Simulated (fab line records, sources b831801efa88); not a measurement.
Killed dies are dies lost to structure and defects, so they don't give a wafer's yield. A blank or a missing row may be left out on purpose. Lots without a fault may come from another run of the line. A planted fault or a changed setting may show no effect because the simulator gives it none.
Chamber matching | flow gf180mcu | GF_V4_CMP_26 on cmp-01: 4 sister chambers
The step polishes, stops on SiO2, t overpolish 15 s, target thk 0 nm. 18 wafers are shown with their chamber, then 9 later ones without.

WAFERS WITH THEIR CHAMBER
wafer  | chamber | motor_current_A (A) | head_pressure_psi (psi) | time_to_endpoint_s (s)
L240.2 | 0       | 11.3                | 3.505                   | 82
L240.3 | 2       | 9.7                 | 3.493                   | 82
L240.5 | 1       | 9.6                 | 3.506                   | 82
L241.3 | 3       | 10.5                | 3.504                   | 81
L241.4 | 1       | 9.7                 | 3.495                   | 83
L241.6 | 0       | 11.6                | 3.489                   | 80
L242.1 | 1       | 10.0                | 3.511                   | 91
L242.2 | 2       | 10.2                | 3.496                   | 81
L242.3 | 0       | 11.3                | 3.494                   | 89
L244.2 | 0       | 11.6                | 3.507                   | 88
L244.3 | 1       | 10.0                | 3.488                   | 85
L244.6 | 3       | 10.9                | 3.506                   | 91
L245.2 | 2       | 10.8                | 3.492                   | 88
L245.3 | 0       | 11.8                | 3.507                   | 84
L245.5 | 0       | 12.2                | 3.504                   | 86
L246.3 | 2       | 9.9                 | 3.509                   | 79
L246.4 | 1       | 10.3                | 3.496                   | 82
L246.6 | 2       | 10.8                | 3.506                   | 80

SIGNATURES (means of the wafers above)
reading            | chamber 0 | chamber 1 | chamber 2 | chamber 3 | scatter within a chamber
motor_current_A    | 11.633    | 9.920     | 10.280    | 10.700    | 0.377
head_pressure_psi  | 3.50100   | 3.49920   | 3.49920   | 3.50500   | 0.0079
time_to_endpoint_s | 84.83     | 84.60     | 82.00     | 86.00     | 3.95
Rule: a wafer's distance from a chamber is the root of the sum, over the readings, of the square of ((its reading less the chamber's mean) divided by the reading's scatter). The wafer belongs to the nearest chamber; if the next one is less than 2 further off, it can't be placed. The scatter: the root of (the sum of the squares of (reading less its chamber's mean) over the shown wafers, divided by (wafers less chambers)).

WAFERS WITHOUT THEIR CHAMBER
wafer  | motor_current_A (A) | head_pressure_psi (psi) | time_to_endpoint_s (s)
L259.3 | 11.5                | 3.506                   | 92
L259.4 | 10.4                | 3.512                   | 82
L259.6 | 11.2                | 3.522                   | 87
L260.1 | 10.1                | 3.506                   | 81
L260.4 | 11.5                | 3.503                   | 79
L260.6 | 10.0                | 3.497                   | 79
L262.2 | 11.0                | 3.502                   | 86
L262.5 | 11.4                | 3.509                   | 89
L262.6 | 11.4                | 3.491                   | 85

WHICH CHAMBER EACH WENT THROUGH
wafer  | from the rows above               | in truth
L259.3 | can't be placed: 0 or 3           | 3
L259.4 | can't be placed: 3 or 2 or 1      | 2
L259.6 | can't be placed: 3 or 0 or 2 or 1 | 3
L260.1 | can't be placed: 2 or 1 or 3      | 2
L260.4 | can't be placed: 0 or 3 or 2      | 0
L260.6 | can't be placed: 2 or 1 or 3      | 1
L262.2 | can't be placed: 3 or 0 or 2      | 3
L262.5 | can't be placed: 0 or 3           | 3
L262.6 | can't be placed: 0 or 3 or 2      | 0
Placed correctly: 0 of 9. Can't be placed from these rows: 9 (the true chamber is among the candidates in 9). Placed wrongly: 0.
